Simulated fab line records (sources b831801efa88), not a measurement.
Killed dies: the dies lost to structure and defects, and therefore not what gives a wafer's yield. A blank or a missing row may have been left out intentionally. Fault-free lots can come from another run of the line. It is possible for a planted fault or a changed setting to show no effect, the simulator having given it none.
Chamber matching || flow sky130 || SKY_FIELD_ISO_CMP_27 on cmp-02: 4 sister chambers
The step polishes, stops on Si3N4, t overpolish 16 s, target thk 457.8 nm. 14 wafers are shown with their chamber, then 7 later ones without.

WAFERS, EACH WITH ITS CHAMBER
{"wafer": "L150.1", "chamber": 3, "motor-current-A (A)": 12.4}
{"wafer": "L150.2", "chamber": 1, "motor-current-A (A)": 11.7}
{"wafer": "L150.4", "chamber": 0, "motor-current-A (A)": 11.5}
{"wafer": "L152.1", "chamber": 3, "motor-current-A (A)": 12.6}
{"wafer": "L152.4", "chamber": 1, "motor-current-A (A)": 11.7}
{"wafer": "L152.5", "chamber": 2, "motor-current-A (A)": 13.8}
{"wafer": "L155.2", "chamber": 1, "motor-current-A (A)": 12.1}
{"wafer": "L155.3", "chamber": 2, "motor-current-A (A)": 13.6}
{"wafer": "L155.6", "chamber": 1, "motor-current-A (A)": 11.7}
{"wafer": "L157.3", "chamber": 0, "motor-current-A (A)": 10.7}
{"wafer": "L157.5", "chamber": 1, "motor-current-A (A)": 13.0}
{"wafer": "L157.6", "chamber": 0, "motor-current-A (A)": 11.1}
{"wafer": "L159.3", "chamber": 3, "motor-current-A (A)": 12.0}
{"wafer": "L159.4", "chamber": 1, "motor-current-A (A)": 12.1}

SIGNATURES (means of the wafers above)
{"reading": "motor-current-A", "chamber 0": 11.100, "chamber 1": 12.050, "chamber 2": 13.700, "chamber 3": 12.333, "scatter within a chamber": 0.424}
Rule: for each reading, subtract the chamber's mean from the wafer's reading, divide by that reading's scatter and square the result; add these up over the readings and take the root, which gives the wafer's distance from the chamber. The wafer belongs to the nearest chamber; if the next one is less than 2 further off, it can't be placed. The scatter: the root of (the sum of the squares of (reading less its chamber's mean) over the shown wafers, divided by (wafers less chambers)).

WAFERS MISSING THEIR CHAMBER
{"wafer": "L159.5", "motor-current-A (A)": 12.3}
{"wafer": "L164.1", "motor-current-A (A)": 11.5}
{"wafer": "L164.3", "motor-current-A (A)": 13.3}
{"wafer": "L164.5", "motor-current-A (A)": 12.6}
{"wafer": "L167.1", "motor-current-A (A)": 12.5}
{"wafer": "L167.3", "motor-current-A (A)": 11.4}
{"wafer": "L167.4", "motor-current-A (A)": 12.5}

CHAMBER TAKEN BY EACH
{"wafer": "L159.5", "from the rows above": "can't be placed: 3 or 1", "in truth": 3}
{"wafer": "L164.1", "from the rows above": "can't be placed: 0 or 1 or 3", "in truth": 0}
{"wafer": "L164.3", "from the rows above": "can't be placed: 2 or 3", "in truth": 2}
{"wafer": "L164.5", "from the rows above": "can't be placed: 3 or 1 or 2", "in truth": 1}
{"wafer": "L167.1", "from the rows above": "can't be placed: 3 or 1", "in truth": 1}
{"wafer": "L167.3", "from the rows above": "can't be placed: 0 or 1 or 3", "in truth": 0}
{"wafer": "L167.4", "from the rows above": "can't be placed: 3 or 1", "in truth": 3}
Placed correctly: 0 of 7. These rows do not allow placing 7 (true chamber among the candidates in 7). Wrongly placed: 0.
